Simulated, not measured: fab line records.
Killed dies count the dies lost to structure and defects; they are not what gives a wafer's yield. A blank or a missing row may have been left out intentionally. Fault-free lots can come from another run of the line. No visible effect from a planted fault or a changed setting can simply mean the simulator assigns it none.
Lot-split experiment :: flow gf180mcu :: on a route of 602 steps: 5 lots, 23 wafers read

## THE SPLIT
At GF_VT_IMPLANT_IMPLANT_08, the setting dose_cm2 was moved away from the recipe's 8.29e+12 on 8 of the 23 wafers read, by +5.5% to +13.7%. This setting was run at the recipe's value on the other wafers.

## BETWEEN THE SPLIT AND THE READING: the file shows 1 step in between
- GF_VT_IMPLANT_STRIP_09: strips in O2/N2

## THE READING
VT_IMPLANT_TW, at GF_VT_IMPLANT_TW_MEAS_10. A value of 566 with a standard deviation of 3.9 is what fault-free wafers of this fab line usually give.

wafer: L074.1
tool, chamber at the split: implanter-01, 0
dose_cm2 as run: 8.29e+12
against the recipe: recipe
VT_IMPLANT_TW: 568
against lot-mates on the recipe: -

wafer: L074.2
tool, chamber at the split: implanter-01, 0
dose_cm2 as run: 8.29e+12
against the recipe: recipe
VT_IMPLANT_TW: 566
against lot-mates on the recipe: -

wafer: L074.3
tool, chamber at the split: implanter-01, 0
dose_cm2 as run: 8.29e+12
against the recipe: recipe
VT_IMPLANT_TW: 571
against lot-mates on the recipe: -

wafer: L074.4
tool, chamber at the split: implanter-01, 0
dose_cm2 as run: 8.29e+12
against the recipe: recipe
VT_IMPLANT_TW: 570
against lot-mates on the recipe: -

wafer: L074.5
tool, chamber at the split: implanter-01, 0
dose_cm2 as run: 8.29e+12
against the recipe: recipe
VT_IMPLANT_TW: 566
against lot-mates on the recipe: -

wafer: L076.1
tool, chamber at the split: implanter-01, 0
dose_cm2 as run: 9.422e+12
against the recipe: +13.7%
VT_IMPLANT_TW: 589
against lot-mates on the recipe: +24

wafer: L076.3
tool, chamber at the split: implanter-01, 0
dose_cm2 as run: 8.29e+12
against the recipe: recipe
VT_IMPLANT_TW: 566
against lot-mates on the recipe: -

wafer: L076.4
tool, chamber at the split: implanter-01, 0
dose_cm2 as run: 9.422e+12
against the recipe: +13.7%
VT_IMPLANT_TW: 592
against lot-mates on the recipe: +27

wafer: L076.5
tool, chamber at the split: implanter-01, 0
dose_cm2 as run: 9.422e+12
against the recipe: +13.7%
VT_IMPLANT_TW: 591
against lot-mates on the recipe: +26

wafer: L076.6
tool, chamber at the split: implanter-01, 0
dose_cm2 as run: 8.29e+12
against the recipe: recipe
VT_IMPLANT_TW: 564
against lot-mates on the recipe: -

wafer: L079.1
tool, chamber at the split: implanter-01, 0
dose_cm2 as run: 8.29e+12
against the recipe: recipe
VT_IMPLANT_TW: 557
against lot-mates on the recipe: -

wafer: L079.4
tool, chamber at the split: implanter-01, 0
dose_cm2 as run: 8.29e+12
against the recipe: recipe
VT_IMPLANT_TW: 558
against lot-mates on the recipe: -

wafer: L079.5
tool, chamber at the split: implanter-01, 0
dose_cm2 as run: 8.29e+12
against the recipe: recipe
VT_IMPLANT_TW: 557
against lot-mates on the recipe: -

wafer: L080.1
tool, chamber at the split: implanter-01, 0
dose_cm2 as run: 8.29e+12
against the recipe: recipe
VT_IMPLANT_TW: 570
against lot-mates on the recipe: -

wafer: L080.2
tool, chamber at the split: implanter-01, 0
dose_cm2 as run: 8.743e+12
against the recipe: +5.5%
VT_IMPLANT_TW: 577
against lot-mates on the recipe: +10

wafer: L080.3
tool, chamber at the split: implanter-01, 0
dose_cm2 as run: 8.29e+12
against the recipe: recipe
VT_IMPLANT_TW: 567
against lot-mates on the recipe: -

wafer: L080.5
tool, chamber at the split: implanter-01, 0
dose_cm2 as run: 8.743e+12
against the recipe: +5.5%
VT_IMPLANT_TW: 577
against lot-mates on the recipe: +10

wafer: L080.6
tool, chamber at the split: implanter-01, 0
dose_cm2 as run: 8.29e+12
against the recipe: recipe
VT_IMPLANT_TW: 564
against lot-mates on the recipe: -

wafer: L083.2
tool, chamber at the split: implanter-03, 0
dose_cm2 as run: 8.801e+12
against the recipe: +6.2%
VT_IMPLANT_TW: 570
against lot-mates on the recipe: +10

wafer: L083.3
tool, chamber at the split: implanter-03, 0
dose_cm2 as run: 8.801e+12
against the recipe: +6.2%
VT_IMPLANT_TW: 570
against lot-mates on the recipe: +10

wafer: L083.4
tool, chamber at the split: implanter-03, 0
dose_cm2 as run: 8.29e+12
against the recipe: recipe
VT_IMPLANT_TW: 562
against lot-mates on the recipe: -

wafer: L083.5
tool, chamber at the split: implanter-03, 0
dose_cm2 as run: 8.29e+12
against the recipe: recipe
VT_IMPLANT_TW: 559
against lot-mates on the recipe: -

wafer: L083.6
tool, chamber at the split: implanter-03, 0
dose_cm2 as run: 8.801e+12
against the recipe: +6.2%
VT_IMPLANT_TW: 569
against lot-mates on the recipe: +8

THE FIT
A straight line over all 23 wafers: VT_IMPLANT_TW changes by +1.83 for each +1% of dose_cm2; r = +0.89; the points scatter about the line by 4.6.
The same after taking each lot's own level away (the mean of its wafers on the recipe; 23 wafers): +1.83 for each +1%; r = +0.98; scatter 1.8.
On that fit, the largest move of dose_cm2 shifts the reading by 25.
From 557.3 to 568.2: that is the span of the lots' own levels, equal to 2.8 times the standard deviation above.
So the lot-to-lot level changes the slope little: the two slopes agree.
Check: with one of the wafers moved furthest among these (+13.7%) left out of the fit, the line predicts +25.1 for it against its lot-mates. It came out at +24 against them.

## THE FILE'S OWN FIT
VT_IMPLANT_TW changes by +1.82 for each +1% of dose_cm2, r = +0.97.
